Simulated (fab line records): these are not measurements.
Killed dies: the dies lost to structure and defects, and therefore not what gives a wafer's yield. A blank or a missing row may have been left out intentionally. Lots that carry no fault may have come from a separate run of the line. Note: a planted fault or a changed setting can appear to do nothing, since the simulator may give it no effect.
2 desks looking at one fault | flow sky130 | each desk has only its own numbers; what lay behind them comes last

== METROLOGY DESK ==
Lot by lot, what the gauges showed, no matter which tool ran the lot: averages of those sampled wafers that carry a number. Any lot whose mean is over 4 standard deviations away from the usual mean is out of limits and marked OUT; that distance is given in the brackets.
Columns: A = POLY_GATE_CVD_03_THK at SKY_POLY_GATE_THK_MEAS_04, usual 75.6 nm
lot  | first seen here | A
L450 | day 15 22:39    | 76.1
L451 | day 16 04:50    | 75.2
L456 | day 17 19:47    | 75.8
L457 | day 17 22:55    | 76.2
L459 | day 19 05:47    | 75.1
L463 | day 20 13:55    | 75.2
L465 | day 21 12:40    | 75.9
L469 | day 22 10:59    | 74.5
L470 | day 22 12:59    | 75.2
L471 | day 23 03:04    | 75.0
L472 | day 23 09:32    | 75.7
Finding of this desk: none of the 11 lots has anything out of limits.

== TOOL OWNER'S DESK, rie_diel-04 ==
The tool's own readings at SKY_FIELD_ISO_ETCH_15 (etches the open film in CHF3/O2, stops on Si, target depth 180 nm, time 72 s): means of the sampled wafers that have a number, for each lot that ran on this tool. Any lot whose mean is over 4 standard deviations away from the usual mean is out of limits and marked OUT; that distance is given in the brackets.
Columns: A = chamber_pressure_mTorr at SKY_FIELD_ISO_ETCH_15, usual 40.00 mTorr; B = drypump_motor_current_A at SKY_FIELD_ISO_ETCH_15, usual 5.6 A; C = oes_product_au at SKY_FIELD_ISO_ETCH_15, usual 0.949 a.u.; D = throttle_valve_pct at SKY_FIELD_ISO_ETCH_15, usual 8.846 %
lot  | first seen here | A     | B   | C     | D
L451 | day 2 15:04     | 39.99 | 5.4 | 0.954 | 8.850
L456 | day 3 19:40     | 39.98 | 5.5 | 0.944 | 8.842
L457 | day 3 22:28     | 39.98 | 5.6 | 0.950 | 8.847
L459 | day 4 09:19     | 39.97 | 5.6 | 0.952 | 8.841
L470 | day 6 18:28     | 40.01 | 5.6 | 0.946 | 8.844
L471 | day 7 00:19     | 40.03 | 5.5 | 0.951 | 8.842
Finding of this desk: none of the 6 lots has anything out of limits.

== ALL TOGETHER ==
From the metrology desk's view, nothing was out of limits.
The desk of the tool owner found nothing out of limits.

== WHAT THE SIMULATOR PUT IN ==
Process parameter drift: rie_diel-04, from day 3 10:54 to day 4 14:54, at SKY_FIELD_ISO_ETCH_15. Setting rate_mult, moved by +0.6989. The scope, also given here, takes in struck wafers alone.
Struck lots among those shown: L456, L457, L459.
